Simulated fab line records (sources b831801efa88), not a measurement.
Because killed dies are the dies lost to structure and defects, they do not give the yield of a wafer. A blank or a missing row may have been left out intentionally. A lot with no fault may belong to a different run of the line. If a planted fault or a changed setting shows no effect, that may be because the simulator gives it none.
What tool caused it?	flow sfq-line	14 lots, 42 wafers sampled, at 4 steps of a route of 325

WHAT THE GAUGES READ, wafer by wafer
The record holds no reading of a measuring or inspecting step that can be judged against a usual standard deviation.

TOOL THAT RAN EACH LOT (tool first, then ch and the chambers of the sampled wafers, then the start)
lot	SFQ_TRILAYER_M3_STRIP_STRIP_079	SFQ_TRILAYER_M4_STRIP_STRIP_097	SFQ_TRILAYER_I4_VIA_LITHO_PEB_106	SFQ_TRILAYER_I4_VIA_STRIP_STRIP_107
L235	rie-metal-04 ch 0,1, day 39 05:18	rie-metal-04 ch 0, day 45 12:18	litho-track-01 ch 0, day 51 13:05	rie-metal-04 ch 0,1, day 51 13:33
L236	rie-metal-02 ch 0,1, day 39 16:19	rie-metal-02 ch 0,1, day 45 22:17	litho-track-03 ch 0, day 51 19:07	rie-metal-03 ch 0,1, day 51 19:45
L238	rie-metal-01 ch 0,1, day 39 22:19	rie-metal-02 ch 0,1, day 46 04:00	litho-track-01 ch 0, day 51 23:56	rie-metal-03 ch 0,1, day 52 00:33
L239	rie-metal-01 ch 0,1, day 40 00:31	rie-metal-04 ch 0,1, day 46 06:19	litho-track-01 ch 0, day 52 02:16	rie-metal-03 ch 0,1, day 52 02:45
L241	rie-metal-02 ch 0,1, day 40 06:31	rie-metal-02 ch 0,1, day 46 20:49	litho-track-01 ch 0, day 52 11:41	rie-metal-03 ch 0,1, day 52 12:09
L242	rie-metal-04 ch 0,1, day 40 09:08	rie-metal-03 ch 0,1, day 47 03:01	litho-track-03 ch 0, day 52 19:02	rie-metal-04 ch 0,1, day 52 19:41
L243	rie-metal-02 ch 0,1, day 40 14:30	rie-metal-03 ch 0,1, day 47 05:13	litho-track-04 ch 0, day 52 22:35	rie-metal-01 ch 0,1, day 52 23:05
L245	rie-metal-04 ch 0,1, day 42 06:33	rie-metal-03 ch 0,1, day 48 23:22	litho-track-03 ch 0, day 54 08:11	rie-metal-01 ch 0,1, day 54 08:41
L249	rie-metal-04 ch 0,1, day 43 07:53	rie-metal-04 ch 0,1, day 50 00:07	litho-track-04 ch 0, day 55 21:56	rie-metal-04 ch 0,1, day 55 22:25
L252	rie-metal-04 ch 0,1, day 44 17:17	rie-metal-04 ch 1, day 51 00:54	litho-track-01 ch 0, day 56 21:25	rie-metal-03 ch 0, day 56 21:55
L253	rie-metal-02 ch 0,1, day 44 18:29	rie-metal-03 ch 0,1, day 51 05:07	litho-track-01 ch 0, day 57 04:37	rie-metal-01 ch 0,1, day 57 05:07
L256	rie-metal-01 ch 0,1, day 45 19:38	rie-metal-03 ch 0,1, day 51 20:46	litho-track-01 ch 0, day 57 17:51	rie-metal-03 ch 0,1, day 57 18:19
L257	rie-metal-04 ch 0,1, day 47 01:37	rie-metal-02 ch 0,1, day 52 20:37	litho-track-03 ch 0, day 58 13:01	rie-metal-01 ch 0,1, day 58 13:31
L258	rie-metal-04 ch 0,1, day 47 08:49	rie-metal-02 ch 0,1, day 52 21:58	litho-track-03 ch 0, day 58 16:39	rie-metal-04 ch 0, day 58 17:19
- SFQ_TRILAYER_M3_STRIP_STRIP_079: strips in O2.
- SFQ_TRILAYER_M4_STRIP_STRIP_097: strips in O2.
- SFQ_TRILAYER_I4_VIA_LITHO_PEB_106: peb time 60 s.
- SFQ_TRILAYER_I4_VIA_STRIP_STRIP_107: strips in O2.

WHAT THE TOOLS THEMSELVES READ (means of the sampled wafers that have a number; where no wafer has one, the mark that the record gives instead)
SFQ_TRILAYER_M3_STRIP_STRIP_079. Usual: drypump-motor-current-A 6.0 A, standard deviation 0.49; oes-product-au 1.004 a.u., standard deviation 0.0077.
lot	tool	drypump-motor-current-A (A)	oes-product-au (a.u.)	flag
L235	rie-metal-04	6.2	1.006	
L236	rie-metal-02	5.5	1.006	
L238	rie-metal-01	6.2	1.003	
L239	rie-metal-01	5.8	0.989	
L241	rie-metal-02	5.5	1.000	
L242	rie-metal-04	6.2	1.003	
L243	rie-metal-02	5.9	1.005	
L245	rie-metal-04	6.2	1.003	
L249	rie-metal-04	6.2	1.008	
L252	rie-metal-04	6.2	1.020	
L253	rie-metal-02	5.9	0.995	
L256	rie-metal-01	6.2	0.991	
L257	rie-metal-04	6.2	1.012	
L258	rie-metal-04	6.2	1.016	

SFQ_TRILAYER_M4_STRIP_STRIP_097. Usual: drypump-motor-current-A 5.7 A, standard deviation 0.49; oes-product-au 1.001 a.u., standard deviation 0.0093.
lot	tool	drypump-motor-current-A (A)	oes-product-au (a.u.)	flag
L235	rie-metal-04	6.2	1.013	
L236	rie-metal-02	5.5	1.001	
L238	rie-metal-02	5.5	1.000	
L239	rie-metal-04	6.2	1.008	
L241	rie-metal-02	5.9	1.003	
L242	rie-metal-03	5.3	0.987	
L243	rie-metal-03	5.4	0.990	
L245	rie-metal-03	5.3	1.001	
L249	rie-metal-04	6.2	0.999	
L252	rie-metal-04	6.2	1.012	
L253	rie-metal-03	5.3	0.985	
L256	rie-metal-03	5.4	1.002	
L257	rie-metal-02	5.5	1.005	
L258	rie-metal-02	5.5	1.002	

SFQ_TRILAYER_I4_VIA_LITHO_PEB_106. Usual: heater-power-total-W 79.16 W, standard deviation 0.061; plate-temp-C 115.01 C, standard deviation 0.11.
lot	tool	heater-power-total-W (W)	plate-temp-C (C)	flag
L235	litho-track-01	79.11	114.97	
L236	litho-track-03	79.12	115.04	
L238	litho-track-01	79.16	115.12	
L239	litho-track-01	79.15	114.98	
L241	litho-track-01	79.14	115.18	
L242	litho-track-03	79.18	115.03	
L243	litho-track-04	79.20	115.05	
L245	litho-track-03	79.10	114.84	
L249	litho-track-04	79.16	115.04	
L252	litho-track-01	79.17	115.13	
L253	litho-track-01	81.77	118.02	OFF
L256	litho-track-01	81.72	117.95	OFF
L257	litho-track-03	79.18	115.13	
L258	litho-track-03	79.16	114.99	

SFQ_TRILAYER_I4_VIA_STRIP_STRIP_107. Usual: drypump-motor-current-A 5.8 A, standard deviation 0.47; oes-product-au 1.005 a.u., standard deviation 0.0076.
lot	tool	drypump-motor-current-A (A)	oes-product-au (a.u.)	flag
L235	rie-metal-04	6.1	1.009	
L236	rie-metal-03	5.3	1.004	
L238	rie-metal-03	5.3	0.998	
L239	rie-metal-03	5.4	0.998	
L241	rie-metal-03	5.3	1.004	
L242	rie-metal-04	6.2	1.011	
L243	rie-metal-01	5.8	1.007	
L245	rie-metal-01	5.8	0.997	
L249	rie-metal-04	6.2	1.006	
L252	rie-metal-03	5.5	1.007	
L253	rie-metal-01	6.2	1.001	
L256	rie-metal-03	5.4	1.006	
L257	rie-metal-01	5.9	1.002	
L258	rie-metal-04	6.2	1.001	

THE ANSWER, worked out from the rows above alone
Rule: a lot counts as off when the mean over its wafers that have a number is more than 3 standard deviations away from the usual mean. Also off: a lot with no number at a reading for which 4 or more lots have one. Any other lot the step has rows for is counted as sound. Order of review: gauges by route order, followed by the tools' own readings, for which a lot's mean as printed above is used. The first step at which some lot is off is used, and at that step the reading that is off furthest; a lot without a number counts as furthest.
Off: L253, L256 (SFQ_TRILAYER_I4_VIA_LITHO_PEB_106, heater-power-total-W).
A tool fits if, at that step or a process step before it, it ran every lot that is off, and no sound lot after the first of them. This does not decide it: 2 tools fit, namely rie-metal-03 at SFQ_TRILAYER_M4_STRIP_STRIP_097 and litho-track-01 at SFQ_TRILAYER_I4_VIA_LITHO_PEB_106.

WHAT THE SIMULATOR HAD PUT IN
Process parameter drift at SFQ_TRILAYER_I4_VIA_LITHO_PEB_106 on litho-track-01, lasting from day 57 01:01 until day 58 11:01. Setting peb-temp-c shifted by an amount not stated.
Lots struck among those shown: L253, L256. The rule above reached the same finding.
